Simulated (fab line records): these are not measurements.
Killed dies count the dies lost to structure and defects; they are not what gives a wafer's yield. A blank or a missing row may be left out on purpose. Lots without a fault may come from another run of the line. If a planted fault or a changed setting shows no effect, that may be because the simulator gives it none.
fab line records -- flow sky130
record lots=5, wafers=15, lastDay=50
route steps=708 shown CAP2M@608 METAL4@621 VIA4@639 PAD_OPEN@708
lots that met no fault: taken from a fault-free run of the same line
startH: the number of hours between the record's first day and the start of the first shown wafer of the lot -- waitH: hours from the lot's prior step to this one -- " as in the row above -- L1.1+2: several wafers, shown together as one row -- - no value, or no start was given -- * or withheld: withheld -- < > ~ a bound
route shown NAME@n: names a module that has steps shown in the file, with the first one's number in the route -- usual: mean/standard deviation of fault-free wafers -- same: alike in all rows -- chamber/n: place in a boat -- sites: per-site readings -- _std_site: standard deviation across them -- _edge_site: mean of outer sites minus mean of inner sites -- radiusMm: for every site, how far away it sits from the centre of the wafer -- mask NAME#n: copy n -- behind: the last tool/chamber to shape the wafer -- hold: cause of the lot's hold/its duration in hours/its outcome -- device: the transistor (n, p or np) that didn't switch -- end of line: at the end of the route, the tests of the same wafers -- where a step has no rows: the recipe by itself -- killed: not the wafer's yield, but the dies lost to structure and defects at the first sort -- map: shows each die of a wafer: x if killed, . if not, _ if none is there
set.NAME: the setting as run; set.NAME@STEP: as run at that earlier step -- model.NAME: the simulator's own value behind a step, which no gauge read
lots seen at some steps along the route; tables by step, rows by wafer
## steps
# step SKY_CAP2M_DEHYDRATE_05
# recipe tempC=200, timeS=60
# step SKY_CAP2M_HMDS_06
# recipe primeTimeS=60, primeTempC=120
# step SKY_CAP2M_COAT_07
# recipe resist=NOVOLAK, spinRpm=3000, resistThkNm=1140
# step SKY_CAP2M_SOFTBAKE_08
# recipe tempC=90, timeS=60, resist=NOVOLAK
# step SKY_CAP2M_EXPOSE_09
# recipe maskId=CAP2M, na=0.6, sourceShape=conventional, sigmaOuter=0.6, polarization=unpolarized, targetCdNm=1000, doseMj=159
# step SKY_CAP2M_PEB_10
# recipe tempC=withheld, timeS=*, resist=NOVOLAK
# step SKY_CAP2M_DEVELOP_11
# recipe resist=NOVOLAK, developer=TMAH, developTimeS=60, devTempC=23
# step SKY_CAP2M_METAL_ETCH_13
# recipe targetDepthNm=220, stopOn=SiO2, chemistry=Cl2/BCl3, target=TiN, pressureMtorr=10, icpW=900, biasW=48.5, Cl2_flow_sccm=60, bcl3FlowSccm=30, timeS=62.9
# step SKY_CAP2M_STRIP_14
# recipe chemistry=O2/N2, powerW=1400, pressureMtorr=1500, platenTempC=withheld, o2FlowSccm=3000, n2FlowSccm=300, overashFraction=0.5
# step SKY_CAP2M_STRIP_15
# recipe chemistry=postEtchResidueRemover, timeS=1200, tempC=72.5
# step SKY_CAP2M_CLEAN_16
# recipe chemistry=IPA, timeS=180, tempC=25
# step SKY_CAP2M_CLEAN_17
# recipe chemistry=O3/DIW, dry=n2Spin
lot.wafer,tool,chamber,startH,waitH
L590.3+5+6,wetBench-01,0,956.60,0.0
L606.1+3+6,wetBench-01,2,1070.08,0.0
L607.2+3+6,wetBench-01,2,1072.47,0.0
L608.2+5+6,wetBench-01,2,1075.88,0.0
L611.2+4+5,wetBench-03,3,1101.76,0.0
# step SKY_METAL4_DEHYDRATE_05
# recipe tempC=200, timeS=60
# step SKY_METAL4_HMDS_06
# recipe primeTimeS=60, primeTempC=119.3
# step SKY_METAL4_COAT_07
# recipe resist=BARC, tempC=withheld, timeS=withheld, spinRpm=3000, resistThkNm=60
# step SKY_METAL4_COAT_08
# recipe resist=KrF-thick, spinRpm=3000, resistThkNm=1140
# step SKY_METAL4_SOFTBAKE_09
# recipe tempC=100, timeS=90, resist=KrF-thick
# step SKY_METAL4_EXPOSE_10
# recipe maskId=MM4, na=0.68, sourceShape=annular, sigmaInner=0.4, sigmaOuter=0.8, targetCdNm=300, doseMj=28
# step SKY_METAL4_PEB_11
# recipe pebTempC=withheld, pebTimeS=withheld, resist=KrF-thick
# step SKY_METAL4_DEVELOP_12
# recipe developTimeS=60, resist=KrF-thick, devTempC=21
# step SKY_METAL4_DESCUM_15
# recipe chemistry=O2, sourcePowerW=150, biasPowerW=0, pressureMtorr=10, tempC=40, timeS=8
# step SKY_METAL4_ETCH_16
# recipe chemistry=N2/H2, target=BARC, ionEnergyEv=200, biasW=100, pressureMtorr=30, n2FlowSccm=100, h2FlowSccm=200, icpW=500, stopOn=SiO2, timeS=88.2, targetDepthA=600
# step SKY_METAL4_ETCH_17
# recipe target=SiO2, stopOn=TiN, chemistry=C4F8/O2/Ar, sourceW=1500, biasW=1200, pressureMtorr=40, c4f8FlowSccm=withheld, O2_flow_sccm=6, Ar_flow_sccm=300, timeS=3.9, targetDepthA=150
# step SKY_METAL4_METAL_ETCH_18
# recipe targetDepthA=8450, stopOn=SiO2, overEtchFrac=0.3, timeS=183.1, chemistry=Cl2/BCl3, resistSidewallDeg=88, pressureMtorr=10, icpW=900, biasW=48.5, Cl2_flow_sccm=60, bcl3FlowSccm=30
# step SKY_METAL4_STRIP_19
# recipe chemistry=O2/N2, powerW=1400, pressureMtorr=1500, platenTempC=withheld, o2FlowSccm=3000, n2FlowSccm=300, overashFraction=0.5
# step SKY_METAL4_STRIP_20
# recipe chemistry=postEtchResidueRemover, timeS=1200, tempC=72.5
# step SKY_METAL4_CLEAN_21
# recipe chemistry=IPA, timeS=180, tempC=25
# step SKY_METAL4_CLEAN_22
# recipe chemistry=O3/DIW, dry=n2Spin
# step SKY_VIA4_HDPCVD_00
# recipe material=SiO2, targetThkNm=1750, sigmaOpenFrac=0.3, timeS=291.7, tempC=400, sih4FlowSccm=60, pressureMtorr=6
# step SKY_VIA4_CMP_02
# recipe material=SiO2, downForcePsi=4, platenRpm=60, padVelocityMS=0.94248
# step SKY_VIA4_DEHYDRATE_04
# recipe tempC=200, timeS=60
# step SKY_VIA4_HMDS_05
# recipe primeTimeS=60, primeTempC=120
# step SKY_VIA4_COAT_06
# recipe resist=NOVOLAK, spinRpm=3000, resistThkNm=1140
# step SKY_VIA4_SOFTBAKE_07
# recipe tempC=90, timeS=60, resist=NOVOLAK
# step SKY_VIA4_EXPOSE_08
# recipe maskId=VIM4, na=0.6, sourceShape=conventional, sigmaOuter=0.6, polarization=unpolarized, targetCdNm=800, doseMj=132
# step SKY_VIA4_PEB_09
# recipe tempC=withheld, timeS=*, resist=NOVOLAK
# step SKY_VIA4_DEVELOP_10
# recipe resist=NOVOLAK, developer=TMAH, developTimeS=60, devTempC=23
# step SKY_PAD_OPEN_PROBE_99
# usual defectLimitedYield=82.6/1.9, killed_at_M0_to_M3=43/6.9, killed_at_M4_up=3.0/1.8, killedAtContacts=24/4.8, killedAtFrontEnd=15/4.5, killedAtOther=0.4/0.67, killedDies=86/9.2, killedOpen=46/6.9, killedShort=39/6, sort_bin_3_pad_short=0.8/0.39, sort_bin_5_function=10.2/1.3, sort_bin_6_memory=6.3/1.2, sortNPass=406/9.2, sortYieldPct=82.6/1.9
# same grossDies=492, killedAtBackSide=0, sort_bin_4_leakage[%]=0, sort_bin_8_speed[%]=0
lot.wafer,tool,chamber,startH,waitH,hold,defectLimitedYield[%],killed_at_M0_to_M3,killed_at_M4_up,killedAtContacts,killedAtFrontEnd,killedAtOther,killedDies,killedOpen,killedShort,sort_bin_3_pad_short[%],sort_bin_5_function[%],sort_bin_6_memory[%],sortNPass,sortYieldPct[%],model.etest.tester.sortNPass,model.etest.tester.sortYieldPct,model.etest.tester.sort_bin_5_pct,model.etest.tester.sort_bin_3_pct
L590.3,prober-02,-,1075.65,0.2,-,84.3,35,8,26,8,0,77,43,34,0.2,7.7,7.7,415,84.3,415,84.35,7.724,0.2033
L590.5,prober-02,-,1075.75,0.2,-,80.7,57,0,27,11,0,95,50,45,0.6,11.0,7.7,397,80.7,397,80.69,10.98,0.6098
L590.6,prober-02,-,1075.80,0.2,-,84.3,35,1,27,14,0,77,39,38,0.8,9.1,5.7,415,84.3,415,84.35,9.146,0.813
L606.1,prober-01,-,1174.47,0.1,awaitDispo/8.5h/release,73.8,44,3,22,13,47,129,44,39,1.8,17.3,7.1,363,73.8,363,73.78,17.28,1.829
L606.3,prober-01,-,1174.57,0.2,awaitDispo/8.5h/release,76.6,34,0,27,8,46,115,39,30,1.2,16.1,6.1,377,76.6,377,76.63,16.06,1.22
L606.6,prober-01,-,1174.72,0.2,awaitDispo/8.5h/release,74.2,51,3,25,12,36,127,46,45,2.4,17.1,6.3,365,74.2,365,74.19,17.07,2.439
L607.2,prober-02,-,1177.01,0.1,awaitDispo/1.1h/release,72.0,49,4,23,13,49,138,45,44,3.0,18.9,6.1,354,72.0,354,71.95,18.9,3.049
L607.3,prober-02,-,1177.06,0.2,awaitDispo/1.1h/release,73.6,42,3,28,16,41,130,56,33,2.6,16.1,7.7,362,73.6,362,73.58,16.06,2.642
L607.6,prober-02,-,1177.21,0.2,awaitDispo/1.1h/release,76.8,38,0,19,20,37,114,46,29,1.6,15.0,6.5,378,76.8,378,76.83,15.04,1.626
L608.2,prober-01,-,1178.75,0.1,awaitDispo/6.6h/release,71.7,49,5,22,15,48,139,52,38,2.2,15.9,10.2,353,71.7,353,71.75,15.85,2.236
L608.5,prober-01,-,1178.90,0.2,awaitDispo/6.6h/release,73.8,38,6,24,19,42,129,49,39,2.2,15.9,8.1,363,73.8,363,73.78,15.85,2.236
L608.6,prober-01,-,1178.95,0.2,awaitDispo/6.6h/release,75.6,47,2,18,7,46,120,47,27,2.4,14.4,7.5,372,75.6,372,75.61,14.43,2.439
L611.2,prober-02,-,1198.39,0.1,-,85.6,33,5,19,13,1,71,41,30,0,8.1,6.3,421,85.6,421,85.57,8.13,0
L611.4,prober-02,-,1198.49,0.2,-,87.0,28,2,23,11,0,64,42,22,0.8,6.7,5.5,428,87.0,428,86.99,6.707,0.813
L611.5,prober-02,-,1198.54,0.2,-,81.3,42,5,22,20,3,92,41,48,0.6,12.2,5.9,400,81.3,400,81.3,12.2,0.6098
# killed by level:class
L590.3 CONTACT:geometricParticle:open=11 VIA1:geometricParticle:open=10 LI_CONTACT:geometricParticle:open=5 CONTACT:geometricParticle:short=5 VIA2:geometricParticle:short=5 VIA2:geometricParticle:open=5 METAL4:geometricParticle:short=5 POLY_GATE:geometricParticle:short=4
L590.5 VIA1:geometricParticle:open=11 CONTACT:geometricParticle:open=11 METAL1:geometricParticle:short=11 VIA3:geometricParticle:open=10 LOCAL_INTERCONNECT:geometricParticle:short=7 METAL2:geometricParticle:short=7 LI_CONTACT:geometricParticle:open=4 VIA2:geometricParticle:open=4
L590.6 VIA1:geometricParticle:open=7 VIA3:geometricParticle:open=7 LI_CONTACT:geometricParticle:open=6 LI_CONTACT:geometricParticle:short=6 CONTACT:geometricParticle:short=6 CONTACT:geometricParticle:open=5 VIA1:geometricParticle:short=5 VIA2:geometricParticle:open=5
L606.1 CAP2M:unspecified=46 VIA1:geometricParticle:open=14 CONTACT:geometricParticle:open=11 METAL2:geometricParticle:short=7 VIA1:geometricParticle:short=6 VIA2:geometricParticle:open=6 POLY_GATE:geometricParticle:short=5 POLY_GATE:geometricParticle:open=4
L606.3 CAP2M:unspecified=46 CONTACT:geometricParticle:open=11 VIA1:geometricParticle:open=9 LI_CONTACT:geometricParticle:open=5 VIA1:geometricParticle:short=5 LI_CONTACT:geometricParticle:short=4 LOCAL_INTERCONNECT:geometricParticle:short=4 VIA2:geometricParticle:short=4
L606.6 CAP2M:unspecified=35 VIA1:geometricParticle:open=15 CONTACT:geometricParticle:open=9 VIA1:geometricParticle:short=6 VIA2:geometricParticle:open=6 METAL2:geometricParticle:short=6 METAL3:geometricParticle:short=6 POLY_GATE:geometricParticle:short=5
L607.2 CAP2M:unspecified=49 METAL1:geometricParticle:short=12 CONTACT:geometricParticle:open=11 LI_CONTACT:geometricParticle:open=8 VIA1:geometricParticle:open=8 VIA1:geometricParticle:short=7 VIA3:geometricParticle:open=5 FIELD_ISO:geometricParticle:short=4
L607.3 CAP2M:unspecified=41 VIA1:geometricParticle:open=13 LI_CONTACT:geometricParticle:open=11 CONTACT:geometricParticle:open=8 VIA3:geometricParticle:open=7 VIA2:geometricParticle:open=6 VIA1:geometricParticle:short=5 POLY_GATE:geometricParticle:short=5
L607.6 CAP2M:unspecified=37 CONTACT:geometricParticle:open=9 VIA1:geometricParticle:open=9 FIELD_ISO:geometricParticle:short=6 FIELD_ISO:geometricParticle:open=6 LI_CONTACT:geometricParticle:open=6 VIA2:geometricParticle:open=5 VIA3:geometricParticle:open=5
L608.2 CAP2M:unspecified=48 VIA1:geometricParticle:open=17 CONTACT:geometricParticle:open=10 VIA1:geometricParticle:short=8 LI_CONTACT:geometricParticle:open=7 VIA2:geometricParticle:open=6 FIELD_ISO:geometricParticle:short=5 POLY_GATE:geometricParticle:open=4
L608.5 CAP2M:unspecified=41 VIA1:geometricParticle:open=11 LI_CONTACT:geometricParticle:open=8 CONTACT:geometricParticle:open=8 VIA3:geometricParticle:open=7 POLY_GATE:geometricParticle:short=6 VIA1:geometricParticle:short=6 FIELD_ISO:geometricParticle:short=5
L608.6 CAP2M:unspecified=46 VIA1:geometricParticle:open=15 VIA3:geometricParticle:open=11 CONTACT:geometricParticle:short=5 METAL2:geometricParticle:short=5 CONTACT:geometricParticle:open=4 VIA1:geometricParticle:short=4 FIELD_ISO:geometricParticle:open=3
L611.2 VIA1:geometricParticle:open=10 LI_CONTACT:geometricParticle:open=6 VIA2:geometricParticle:open=6 CONTACT:geometricParticle:open=5 METAL2:geometricParticle:short=5 FIELD_ISO:geometricParticle:open=4 FIELD_ISO:geometricParticle:short=4 METAL1:geometricParticle:short=4
L611.4 CONTACT:geometricParticle:open=9 LI_CONTACT:geometricParticle:open=9 VIA1:geometricParticle:open=8 POLY_GATE:geometricParticle:open=5 VIA3:geometricParticle:open=5 METAL2:geometricParticle:short=4 VIA1:geometricParticle:short=4 FIELD_ISO:geometricParticle:short=3
L611.5 METAL2:geometricParticle:short=8 VIA2:geometricParticle:open=8 LOCAL_INTERCONNECT:geometricParticle:short=7 FIELD_ISO:geometricParticle:short=6 FIELD_ISO:geometricParticle:open=5 VIA1:geometricParticle:short=5 VIA1:geometricParticle:open=5 LI_CONTACT:geometricParticle:open=4
# map L606.1 (x killed, . not)
__________x........._________
________.xx......x..x._______
______......xx.........._____
_____....x......x......x.____
____.......xx..........x..___
___x.x..xx...........x...x.__
__..x.xxxxxxxxx.....x.....x._
_...xxxxxxxxx.............xx.
_x.....xxxxxxx..x.xx......x..
_x....xxxxxxx.xxx.x.x.....xx.
_.x..x.xxxxxxx...x.........x.
_..x..x.xxxxxx..x...x.......x
_........x.x....x.x......x..x
_.......x.x....x.....xx......
_......x.......x.......x.....
__..x......xx.x...x.x......x_
___.x.x...x.....x..x...x.x.__
____..x.....xx....x.......___
_____.....x....x.......x.____
______................x._____
________..........x..._______
__________..x......._________
# map L607.2 (x killed, . not)
__________...x.x..x._________
________.....x........_______
______.........x......xx_____
_____.....x....x..xx....x____
____.....x......x.x..x.xx.___
___xx.x.xx.xxx.x..x........__
__....xxxxxxxxx............._
_....xxxxxxxxxx.x.....x.x.x.x
_.....xxxxxxxxxx...xx........
_..xx.xxxxxxxxx.x............
_...x..xxxxxx..............x.
_xx...xxxxxx..xx.............
_x......xxxxx.x.xx........x..
_...x...............xx..x....
_xx.......x.x......x.x....x.x
__.........x........x..xx..._
___.x..x...........xx.x...x__
____......x........x...x..___
_____....x........x....x.____
______.....x..x........._____
________.x...x...xx..._______
__________.........._________
## key
firstSign step=SKY_PAD_OPEN_PROBE_99, reading=killedAtOther, direction=up, sigmas=43, usual=0.4, struck=43.6
effect step=SKY_PAD_OPEN_PROBE_99, reading=sort_bin_5_function, direction=up, sigmas=4.5, usual=10.2, struck=16.3
modelEffect step=SKY_PAD_OPEN_PROBE_99, value=etest.tester.sortNPass, without=403.7, struck=365.2
metAt SKY_CAP2M_CLEAN_17
struckWafers L606.1,L606.3,L606.6,L607.2,L607.3,L607.6,L608.2,L608.5,L608.6
onsetBetween 956.60 1070.08
fault kind=chamberParticleSource, tool=wetBench-01, chamber=-, onsetH=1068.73, steps=SKY_CAP2M_CLEAN_17, ratePerVisitCm2=0.48067, endH=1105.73
